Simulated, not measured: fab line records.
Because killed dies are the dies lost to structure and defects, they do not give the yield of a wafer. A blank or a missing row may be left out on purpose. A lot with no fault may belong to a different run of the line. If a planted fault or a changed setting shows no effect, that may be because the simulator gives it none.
The tool behind it: which one? + flow sky130 + route of 708 steps, sampled at 1 step: 15 lots, 45 wafers

WHAT THE GAUGES SHOWED, per wafer
SKY_RES_PROTECT_TW_MEAS_08.
| lot  | measured     | on           | POLY_GATE_TW   |
|------|--------------|--------------|----------------|
| L965 | day 15 08:32 | filmMetro-02 | 4090 4099 4124 |
| L966 | day 16 04:51 | filmMetro-01 | 3958 3953 3944 |
| L968 | day 16 16:12 | filmMetro-02 | 4050 4069 4081 |
| L972 | day 17 20:16 | filmMetro-04 | 3983 3976 3995 |
| L973 | day 18 11:55 | filmMetro-02 | 4054 4041 4038 |
| L976 | day 19 15:47 | filmMetro-02 | 4117 4100 4126 |
| L978 | day 20 02:11 | filmMetro-02 | 4053 4050 4082 |
| L981 | day 21 10:07 | filmMetro-02 | 4100 4084 4096 |
| L982 | day 21 10:14 | filmMetro-02 | 4096 4111 4083 |
| L983 | day 21 21:03 | filmMetro-01 | 3975 3990 4001 |
| L984 | day 22 06:41 | filmMetro-02 | 4116 4102 4098 |
| L985 | day 22 07:04 | filmMetro-04 | 3998 4011 3999 |
| L987 | day 24 15:07 | filmMetro-04 | 3992 3988 3974 |
| L988 | day 24 16:08 | filmMetro-01 | 3954 3965 3984 |
| L986 | day 24 18:02 | filmMetro-04 | 3984 3977 4013 |

TOOL THAT RAN EACH LOT (tool first, then ch and the chambers of the sampled wafers, then the start)
The record shows no process step preceding these readings.

AS READ BY THE TOOLS THEMSELVES (means over the sampled wafers that have a number; for cases with no such wafer, the mark the record gives instead)
The record holds no such reading with a usual standard deviation.

THE ANSWER, worked out from the rows above alone
Rule: the lots themselves supply what counts as usual. The widest of any qualifying gaps counts: lots, ordered by their means at a reading, are off when they make up no more than a third of the lots, leave a main group of 4 or more, and stand apart from it by 3 or more times the standard deviation of that group's means. Not used: any main group whose means are identical at the precision the tables above print for the reading. A lot without any number at a reading at which 4 lots or more have one is off too. Where the step has rows for the other lots, those lots are counted as sound. The gauges are gone through in route order, then the tools' own readings, and for those a lot's mean is taken as printed above. At the first step where some lot is off, the reading lying furthest off is the one used; lots without a number count as furthest.
Nothing can be told from this: no lot is off at any reading shown.

WHAT HAD BEEN PUT IN BY THE SIMULATOR
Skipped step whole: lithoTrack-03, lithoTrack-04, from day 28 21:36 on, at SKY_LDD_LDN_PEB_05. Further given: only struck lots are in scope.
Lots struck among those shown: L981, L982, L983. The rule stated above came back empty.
